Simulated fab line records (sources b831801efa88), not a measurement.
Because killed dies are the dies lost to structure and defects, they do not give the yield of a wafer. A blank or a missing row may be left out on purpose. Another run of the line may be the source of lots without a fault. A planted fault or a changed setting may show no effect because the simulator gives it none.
fab line records -- flow gf180mcu
[record] lots = 14, wafers = 42, last_day = 34
route steps=602 shown TOP_METAL@567 PASSIVATION@590
lots untouched by any fault: they come from a run of this same line in which no faults occurred
start_h: hours from the record's first day to the start of the lot's first wafer shown -- wait_h: hours since the lot's step before -- " same as the row above -- L1.1+2: several wafers, shown together as one row -- - no value, or no start was given -- * or withheld: withheld -- < > ~ a bound
route shown NAME@n: NAME is a module with steps in the file, n the number in the route of the first one -- usual: mean/standard deviation of fault-free wafers -- same: alike in all rows -- chamber/n: place in a boat -- sites: each site's reading -- _std_site: standard deviation across them -- _edge_site: the outer-site mean with the inner-site mean subtracted -- radius_mm: for every site, how far away it sits from the centre of the wafer -- mask NAME#n: copy n -- behind: tool/chamber where the wafer was last shaped -- hold: what put the lot on hold/how long, in hours/how the hold closed -- device: whichever transistor did not switch (one of n, p or np) -- end of line: the same wafers' tests at the end of the route -- a step given without rows: its recipe and nothing more -- killed: count of dies lost to structure and defects at first sort (not the wafer's yield) -- map: per-die view of a wafer (x killed, . not killed, _ where there is no die)
set.NAME: the setting the step ran with; set.NAME@STEP: the setting that earlier step ran with -- model.NAME: the simulator's own value behind a step, which no gauge read
steps of the route over a sample of lots; a table a step, a row a wafer
services: when a tool's chamber went out of use (start_h, in hours from the record's first day, below 0 if earlier), for how many hours, and the reason
[[steps]]
[step GF_TOP_METAL_SPUTTER_00]
[recipe] material = Ti, target_thk_nm = 37.5, arriving_ion_energy_ev = 80, substrate_temp_c = 200, chamber_pressure_pa = 2, power_w = 4000, time_s = 150
[usual] throttle_valve_pct = 29.8/0.97
lot.wafer,tool,chamber,start_h,wait_h,throttle_valve_pct
L588.1,pvd_sputter-01,-,633.35,0.2,29.8
L588.3,pvd_sputter-01,-,633.35,0.2,29.0
L588.6,pvd_sputter-01,-,633.35,0.2,30.0
L590.1,pvd_sputter-04,-,643.93,0.1,30.9
L590.3,pvd_sputter-04,-,643.93,0.1,29.9
L590.6,pvd_sputter-04,-,643.93,0.1,29.9
L591.3,pvd_sputter-04,-,650.49,0.2,29.4
L591.4,pvd_sputter-04,-,650.49,0.2,30.7
L591.5,pvd_sputter-04,-,650.49,0.2,29.6
L593.4,pvd_sputter-01,-,664.72,0.2,29.6
L593.5,pvd_sputter-01,-,664.72,0.2,29.1
L593.6,pvd_sputter-01,-,664.72,0.2,30.1
L594.1,pvd_sputter-01,-,676.08,0.1,29.7
L594.5,pvd_sputter-01,-,676.08,0.1,29.2
L594.6,pvd_sputter-01,-,676.08,0.1,29.7
L596.2,pvd_sputter-03,-,689.18,0.2,29.0
L596.3,pvd_sputter-03,-,689.18,0.2,28.1
L596.4,pvd_sputter-03,-,689.18,0.2,31.7
L599.1,pvd_sputter-03,-,716.55,0.2,28.9
L599.3,pvd_sputter-03,-,716.55,0.2,27.8
L599.4,pvd_sputter-03,-,716.55,0.2,31.6
L600.1,pvd_sputter-03,-,724.43,0.2,31.8
L600.4,pvd_sputter-03,-,724.43,0.2,31.3
L600.6,pvd_sputter-03,-,724.43,0.2,31.3
L601.1,pvd_sputter-03,-,728.01,0.2,31.4
L601.3,pvd_sputter-03,-,728.01,0.2,27.9
L601.6,pvd_sputter-03,-,728.01,0.2,27.9
L605.4,pvd_sputter-03,-,750.98,0.1,28.0
L605.5,pvd_sputter-03,-,750.98,0.1,27.8
L605.6,pvd_sputter-03,-,750.98,0.1,31.8
L607.1,pvd_sputter-04,-,759.49,0.2,30.5
L607.2,pvd_sputter-04,-,759.49,0.2,29.6
L607.4,pvd_sputter-04,-,759.49,0.2,29.8
L608.1,pvd_sputter-01,-,764.76,0.1,29.2
L608.2,pvd_sputter-01,-,764.76,0.1,29.5
L608.4,pvd_sputter-01,-,764.76,0.1,29.4
L610.2,pvd_sputter-01,-,774.47,0.1,29.7
L610.4,pvd_sputter-01,-,774.47,0.1,30.0
L610.6,pvd_sputter-01,-,774.47,0.1,29.2
L611.2,pvd_sputter-01,-,784.88,0.2,29.1
L611.4,pvd_sputter-01,-,784.88,0.2,29.2
L611.5,pvd_sputter-01,-,784.88,0.2,29.6
[step GF_TOP_METAL_RS_MEAS_05]
[recipe] thk_meas_gauge = four-point-probe, reads = TiN_of_TOP_METAL_SPUTTER_04+Ti_of_TOP_METAL_SPUTTER_03+AlCu_of_TOP_METAL_SPUTTER_02+TiN_of_TOP_METAL_SPUTTER_01+Ti_of_TOP_METAL_SPUTTER_00
[usual] TOP_METAL_ALCU_RS = 0.0328/0.00036
lot.wafer,tool,chamber,start_h,wait_h,TOP_METAL_ALCU_RS[ohm/sq]
L588.1,film_metro-04,-,633.57,0.0,0.0327
L588.3,film_metro-04,-,633.57,0.0,0.0331
L588.6,film_metro-04,-,633.57,0.0,0.0325
L590.1,film_metro-04,-,644.15,0.0,0.0326
L590.3,film_metro-04,-,644.15,0.0,0.0323
L590.6,film_metro-04,-,644.15,0.0,0.0323
L591.3,film_metro-02,-,650.75,0.1,0.0323
L591.4,film_metro-02,-,650.75,0.1,0.0332
L591.5,film_metro-02,-,650.75,0.1,0.0327
L593.4,film_metro-03,-,665.00,0.1,0.0329
L593.5,film_metro-03,-,665.00,0.1,0.0324
L593.6,film_metro-03,-,665.00,0.1,0.0326
L594.1,film_metro-04,-,676.30,0.0,0.0329
L594.5,film_metro-04,-,676.30,0.0,0.0330
L594.6,film_metro-04,-,676.30,0.0,0.0328
L596.2,film_metro-04,-,689.42,0.0,0.0328
L596.3,film_metro-04,-,689.42,0.0,0.0327
L596.4,film_metro-04,-,689.42,0.0,0.0324
L599.1,film_metro-04,-,716.77,0.0,0.0330
L599.3,film_metro-04,-,716.77,0.0,0.0329
L599.4,film_metro-04,-,716.77,0.0,0.0327
L600.1,film_metro-02,-,724.65,0.0,0.0328
L600.4,film_metro-02,-,724.65,0.0,0.0333
L600.6,film_metro-02,-,724.65,0.0,0.0329
L601.1,film_metro-04,-,728.23,0.0,0.0325
L601.3,film_metro-04,-,728.23,0.0,0.0329
L601.6,film_metro-04,-,728.23,0.0,0.0328
L605.4,film_metro-03,-,751.26,0.1,0.0331
L605.5,film_metro-03,-,751.26,0.1,0.0332
L605.6,film_metro-03,-,751.26,0.1,0.0331
L607.1,film_metro-02,-,759.71,0.0,0.0326
L607.2,film_metro-02,-,759.71,0.0,0.0321
L607.4,film_metro-02,-,759.71,0.0,0.0324
L608.1,film_metro-02,-,764.98,0.0,0.0333
L608.2,film_metro-02,-,764.98,0.0,0.0333
L608.4,film_metro-02,-,764.98,0.0,0.0333
L610.2,film_metro-04,-,774.72,0.0,0.0330
L610.4,film_metro-04,-,774.72,0.0,0.0327
L610.6,film_metro-04,-,774.72,0.0,0.0329
L611.2,film_metro-03,-,785.12,0.0,0.0333
L611.4,film_metro-03,-,785.12,0.0,0.0330
L611.5,film_metro-03,-,785.12,0.0,0.0331
[step GF_TOP_METAL_DEVELOP_13]
[recipe] develop_time_s = 60, dev_temp_c = 23
[usual] chill_plate_temp_C = 22.99/0.1, develop_time_s = 60/0, exhaust_pa = 45.1/0.87, resist_line_temp_C = 23.01/0.1
lot.wafer,tool,chamber,start_h,wait_h,chill_plate_temp_C,develop_time_s,exhaust_pa,resist_line_temp_C
L588.1,litho_track-01,0,653.06,0.1,23.11,60,45.0,22.81
L588.3,litho_track-01,0,653.06,0.1,22.96,60,43.3,22.74
L588.6,litho_track-01,0,653.06,0.1,22.90,60,43.6,23.03
L590.1,litho_track-02,0,662.62,0.1,23.11,60,45.0,22.93
L590.3,litho_track-02,0,662.62,0.1,23.14,60,45.1,23.11
L590.6,litho_track-02,0,662.62,0.1,23.07,60,44.2,22.96
L591.3,litho_track-03,0,669.22,0.1,22.95,60,44.7,23.14
L591.4,litho_track-03,0,669.22,0.1,23.07,60,46.1,23.09
L591.5,litho_track-03,0,669.22,0.1,23.05,60,45.5,23.06
L593.4,litho_track-01,0,684.08,0.1,23.05,60,46.4,22.95
L593.5,litho_track-01,0,684.08,0.1,23.19,60,46.5,23.10
L593.6,litho_track-01,0,684.08,0.1,23.02,60,45.2,22.95
L594.1,litho_track-02,0,695.12,0.1,23.02,60,45.1,22.99
L594.5,litho_track-02,0,695.12,0.1,22.97,60,45.5,23.19
L594.6,litho_track-02,0,695.12,0.1,23.11,60,45.0,23.06
L596.2,litho_track-02,0,707.19,0.1,22.82,60,45.9,23.02
L596.3,litho_track-02,0,707.19,0.1,22.99,60,45.6,22.89
L596.4,litho_track-02,0,707.19,0.1,23.00,60,45.4,23.10
L599.1,litho_track-03,0,733.82,0.1,22.93,60,47.2,23.10
L599.3,litho_track-03,0,733.82,0.1,22.95,60,45.4,23.07
L599.4,litho_track-03,0,733.82,0.1,22.94,60,45.6,23.05
L600.1,litho_track-02,-,740.72,0.1,-,-,-,-
L600.4,litho_track-02,-,740.72,0.1,-,-,-,-
L600.6,litho_track-02,-,740.72,0.1,-,-,-,-
L601.1,litho_track-02,-,745.77,0.1,-,-,-,-
L601.3,litho_track-02,-,745.77,0.1,-,-,-,-
L601.6,litho_track-02,-,745.77,0.1,-,-,-,-
L605.4,litho_track-01,0,766.43,0.1,22.98,60,45.4,23.06
L605.5,litho_track-01,0,766.43,0.1,22.93,60,46.2,23.09
L605.6,litho_track-01,0,766.43,0.1,23.03,60,46.3,23.10
L607.1,litho_track-03,0,775.76,0.1,22.92,60,43.9,22.87
L607.2,litho_track-03,0,775.76,0.1,22.99,60,44.4,22.90
L607.4,litho_track-03,0,775.76,0.1,23.00,60,43.7,22.86
L608.1,litho_track-02,0,780.47,0.1,22.89,60,45.2,22.88
L608.2,litho_track-02,0,780.47,0.1,22.89,60,44.5,23.08
L608.4,litho_track-02,0,780.47,0.1,23.03,60,44.1,22.94
L610.2,litho_track-03,0,790.14,0.1,23.11,60,44.3,23.03
L610.4,litho_track-03,0,790.14,0.1,23.06,60,44.7,23.01
L610.6,litho_track-03,0,790.14,0.1,23.09,60,45.0,23.07
L611.2,litho_track-03,0,799.84,0.1,22.83,60,44.5,22.97
L611.4,litho_track-03,0,799.84,0.1,23.06,60,44.1,23.02
L611.5,litho_track-03,0,799.84,0.1,22.98,60,44.8,22.93
[step GF_PASSIVATION_THK_MEAS_03]
[recipe] reads = Si3N4_of_PASSIVATION_CVD_02
[usual] PASSIVATION_CVD_02_THK = 704/8.9
lot.wafer,tool,chamber,start_h,wait_h,PASSIVATION_CVD_02_THK[nm]
L588.1,film_metro-02,-,654.55,0.1,693
L588.3,film_metro-02,-,654.55,0.1,701
L588.6,film_metro-02,-,654.55,0.1,717
L590.1,film_metro-01,-,664.26,0.1,700
L590.3,film_metro-01,-,664.26,0.1,696
L590.6,film_metro-01,-,664.26,0.1,697
L591.3,film_metro-02,-,670.63,0.2,695
L591.4,film_metro-02,-,670.63,0.2,713
L591.5,film_metro-02,-,670.63,0.2,710
L593.4,film_metro-03,-,685.55,0.0,708
L593.5,film_metro-03,-,685.55,0.0,706
L593.6,film_metro-03,-,685.55,0.0,709
L594.1,film_metro-02,-,696.59,0.1,703
L594.5,film_metro-02,-,696.59,0.1,709
L594.6,film_metro-02,-,696.59,0.1,711
L596.2,film_metro-01,-,709.05,0.2,706
L596.3,film_metro-01,-,709.05,0.2,705
L596.4,film_metro-01,-,709.05,0.2,716
L599.1,film_metro-02,-,735.26,0.1,695
L599.3,film_metro-02,-,735.26,0.1,703
L599.4,film_metro-02,-,735.26,0.1,717
L605.4,film_metro-01,-,767.83,0.0,718
L605.5,film_metro-01,-,767.83,0.0,725
L605.6,film_metro-01,-,767.83,0.0,727
L607.1,film_metro-01,-,777.20,0.1,688
L607.2,film_metro-01,-,777.20,0.1,690
L607.4,film_metro-01,-,777.20,0.1,706
L608.1,film_metro-02,-,781.94,0.1,683
L608.2,film_metro-02,-,781.94,0.1,699
L608.4,film_metro-02,-,781.94,0.1,700
L610.2,film_metro-02,-,791.71,0.2,697
L610.4,film_metro-02,-,791.71,0.2,693
L610.6,film_metro-02,-,791.71,0.2,701
L611.2,film_metro-01,-,801.61,0.2,694
L611.4,film_metro-01,-,801.61,0.2,706
L611.5,film_metro-01,-,801.61,0.2,711
[[services]]
tool,chamber,start_h,hours,kind
pvd_sputter-03,-,616.31,3.3,repair
litho_track-01,-,633.86,-,consumable_replace:filter
pvd_sputter-01,-,638.62,2.9,repair
litho_track-03,-,660.56,-,consumable_replace:filter
pvd_sputter-04,-,702.66,1.4,repair
pvd_sputter-04,-,717.49,8.8,repair
pvd_sputter-04,-,798.89,9.2,repair
[[key]]
[first_sign] step = GF_TOP_METAL_DEVELOP_13, reading = tool_record, direction = missing
effect none on later readings
met_at GF_TOP_METAL_DEVELOP_13
struck_lots L600,L601
later_rows_left_out L600.1,L600.4,L600.6,L601.1,L601.3,L601.6
sort_left_out L600.1,L600.4,L600.6,L601.1,L601.3,L601.6
not_acting_at GF_TOP_METAL_SPUTTER_00,GF_TOP_METAL_RS_MEAS_05,GF_PASSIVATION_THK_MEAS_03
onset_between 707.19 740.72
[fault] kind = skipped_step_whole, tool = litho_track-02, chamber = -, onset_h = 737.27, steps = GF_TOP_METAL_DEVELOP_13, scope = struck_lots_only
// sort_left_out: the simulated sort isn't trusted on such a fault, so these wafers' sort isn't shown, and their yield isn't known
// later_rows_left_out: the simulator's readings of these wafers behind a module that went badly wrong aren't trusted and aren't shown, but for the sort
